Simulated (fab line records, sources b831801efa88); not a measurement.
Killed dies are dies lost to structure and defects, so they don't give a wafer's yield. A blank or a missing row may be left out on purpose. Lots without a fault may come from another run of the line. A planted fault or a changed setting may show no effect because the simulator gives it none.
A struck lot beside a sound one | flow gf180mcu | 44 steps out of a route of 602
Sound: wafers L973.1, L973.2, L973.5. Struck: wafer L986.3. (L986.5 of the same lot was not struck and is left out.) The cause comes at the end.
At each step with rows: each side's tool, then ch and its chambers, then its first start. Under that, the readings that differ: sound wafers | struck wafers | difference of the means | sigmas: that difference in standard deviations of wafers without a fault.
alike: readings whose means differ by less than 2 such deviations, and words and numbers that are the same on both sides. not compared: withheld readings, readings that some wafer has no value for, bounds like >300 that may hide the same value, and numbers for which the record gives no deviation and whose values overlap.
The two part at a step that has a row with sigmas, a row that says differs or no value, or rows on one side only. Numbers that don't overlap but have no deviation are shown without sigmas and don't part them. A reading that every wafer of one side lacks parts them only if that side has two wafers or more.

GF_POLY_GATE_THK_MEAS_01:
  sound on film_metro-01, day 8 11:57; struck on film_metro-03, day 12 06:09
  alike: POLY_GATE_CVD_00_THK
then, 8 steps without rows for these wafers: GF_POLY_GATE_DEHYDRATE_02 (time 60 s); GF_POLY_GATE_HMDS_03 (prime time 60 s); GF_POLY_GATE_COAT_04; GF_POLY_GATE_COAT_05 (resist thk 700 nm); GF_POLY_GATE_SOFTBAKE_06 (time 60 s); GF_POLY_GATE_EXPOSE_07 (exposes mask Poly2, target cd 280 nm); GF_POLY_GATE_PEB_08 (peb time 90 s); GF_POLY_GATE_DEVELOP_09 (develop time 60 s).
GF_POLY_GATE_CD_MEAS_10: target cd 280 nm.
  sound on cd_sem-02, day 9 04:14; struck on cd_sem-01, day 13 01:43
  alike: cd_nm
GF_POLY_GATE_OVL_MEAS_11:
  sound on overlay-02, day 9 04:22; struck on overlay-01, day 13 01:48
  alike: POLY_GATE_OVL
GF_POLY_GATE_ETCH_12: etches BARC in N2/H2.
  sound on rie_diel-04 ch 0,1,2, day 9 04:24; struck on rie_diel-02 ch 1, day 13 01:50
  alike: drypump_motor_current_A, oes_product_au, throttle_valve_pct
GF_POLY_GATE_ETCH_13: etches poly-Si in HBr/Cl2, stops on SiO2, target depth 198.5 nm, time 69.6 s.
  sound on rie_si-01 ch 0,1, day 9 04:27; struck on rie_si-01 ch 1, day 13 01:53
  reading                               | sound             | struck | difference | sigmas
  run_length_s (s)                      | 97.5 97.2 97.9    | 95.2   | -2.3       | -6
  model.etch.depth_nm (nm)              | 201.1 202.1 202.3 | 193.7  | -8.1       |
  model.POLY_GATE.feature_depth_nm (nm) | 201.1 202.1 202.3 | 193.7  | -8.1       |
  alike: drypump_motor_current_A, oes_product_au, throttle_valve_pct
  not compared: rf_hours_counter_h
GF_POLY_GATE_STRIP_14: strips in O2/N2.
  sound on plasma_asher-01 ch 0,1, day 9 04:30; struck on plasma_asher-01 ch 1, day 13 01:58
  alike: drypump_motor_current_A, heater_power_w, oes_product_au
  not compared: rf_hours_counter_h
then, 2 steps without rows for these wafers: GF_POLY_GATE_CLEAN_15 (cleans in SC1/SC2, time 150 s); GF_POLY_GATE_OXIDATION_16 (stabilise 600 s, purge 300 s, target thk 4 nm).
GF_POLY_GATE_THK_MEAS_17:
  sound on film_metro-03, day 9 07:19; struck on film_metro-01, day 13 03:22
  reading                      | sound          | struck | difference | sigmas
  POLY_GATE_OXIDATION_THK (nm) | 4.10 4.05 4.05 | 3.90   | -0.17      | -2
GF_POLY_GATE_CD_MEAS_18:
  sound on cd_sem-01, day 9 07:23; struck on cd_sem-01, day 13 03:28
  alike: cd_nm
then, 7 steps without rows for these wafers: GF_HV_LDD_DEHYDRATE_00 (time 60 s); GF_HV_LDD_HMDS_01 (prime time 60 s); GF_HV_LDD_COAT_02 (resist thk 1000 nm); GF_HV_LDD_SOFTBAKE_03 (time 60 s); GF_HV_LDD_EXPOSE_04 (exposes mask Nplus LV AREA, target cd 400 nm); GF_HV_LDD_PEB_05; GF_HV_LDD_DEVELOP_06 (develop time 60 s).
GF_HV_LDD_CD_MEAS_07: target cd 400 nm.
  sound on cd_sem-01, day 10 00:11; struck on cd_sem-01, day 13 23:05
  alike: cd_nm
GF_HV_LDD_OVL_MEAS_08:
  sound on overlay-02, day 10 00:19; struck on overlay-02, day 13 23:10
  alike: HV_LDD_OVL
then, 1 step without rows for these wafers: GF_HV_LDD_IMPLANT_09.
GF_HV_LDD_STRIP_10: strips in O2/N2.
  sound on plasma_asher-01 ch 0,1, day 10 00:30; struck on plasma_asher-01 ch 1, day 13 23:23
  alike: drypump_motor_current_A, heater_power_w, oes_product_au, strip_time_to_endpoint_s
  not compared: rf_hours_counter_h
GF_HV_LDD_TW_MEAS_11:
  sound on film_metro-03, day 10 00:36; struck on film_metro-03, day 13 23:28
  alike: HV_LDD_TW
then, 7 steps without rows for these wafers: GF_HV_LDD_DEHYDRATE_12 (time 60 s); GF_HV_LDD_HMDS_13 (prime time 60 s); GF_HV_LDD_COAT_14 (resist thk 1000 nm); GF_HV_LDD_SOFTBAKE_15 (time 60 s); GF_HV_LDD_EXPOSE_16 (exposes mask Pplus LV AREA, target cd 400 nm); GF_HV_LDD_PEB_17; GF_HV_LDD_DEVELOP_18 (develop time 60 s).
GF_HV_LDD_CD_MEAS_19: target cd 400 nm.
  sound on cd_sem-01, day 10 17:52; struck on cd_sem-01, day 14 20:02
  reading    | sound             | struck | difference | sigmas
  cd_nm (nm) | 402.0 401.1 403.4 | 394.7  | -7.5       | -2
GF_HV_LDD_OVL_MEAS_20:
  sound on overlay-02, day 10 17:59; struck on overlay-01, day 14 20:07
  alike: HV_LDD_01_OVL
then, 1 step without rows for these wafers: GF_HV_LDD_IMPLANT_21.
GF_HV_LDD_STRIP_22: strips in O2/N2.
  sound on plasma_asher-02 ch 0,1, day 10 18:11; struck on plasma_asher-04 ch 1, day 14 20:20
  reading               | sound             | struck | difference | sigmas
  oes_product_au (a.u.) | 0.712 0.712 0.716 | 0.729  | +0.016     | +3
  alike: drypump_motor_current_A, heater_power_w, strip_time_to_endpoint_s
  not compared: rf_hours_counter_h
GF_HV_LDD_TW_MEAS_23:
  sound on film_metro-03, day 10 18:20; struck on film_metro-03, day 14 20:25
  alike: HV_LDD_2_TW
-- the record jumps here: 4 days lie between the struck wafers' starts before and after (it left off in module HV_LDD and takes up again in module PSD, whose first step shown is number 263 of the route) --
GF_PSD_RS_MEAS_14: measures by four-point-probe.
  sound on film_metro-02, day 14 04:32; struck on film_metro-02, day 18 22:59
  alike: NSD_RS
  not compared: hold
GF_PSD_RS_MEAS_15: measures by four-point-probe.
  sound on film_metro-02, day 14 04:40; struck on film_metro-02, day 18 23:06
  reading         | sound                | struck | difference | sigmas
  PSD_RS (ohm/sq) | 109.04 109.10 108.48 | 108.12 | -0.75      | -3
  not compared: hold

WHERE THEY PART
First at GF_POLY_GATE_ETCH_13; last, within this record, at GF_PSD_RS_MEAS_15.

WHY: what the simulator had put in
Process parameter drift: rie_si-01, from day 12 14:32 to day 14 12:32, at GF_POLY_GATE_ETCH_13. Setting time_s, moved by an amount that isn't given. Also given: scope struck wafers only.
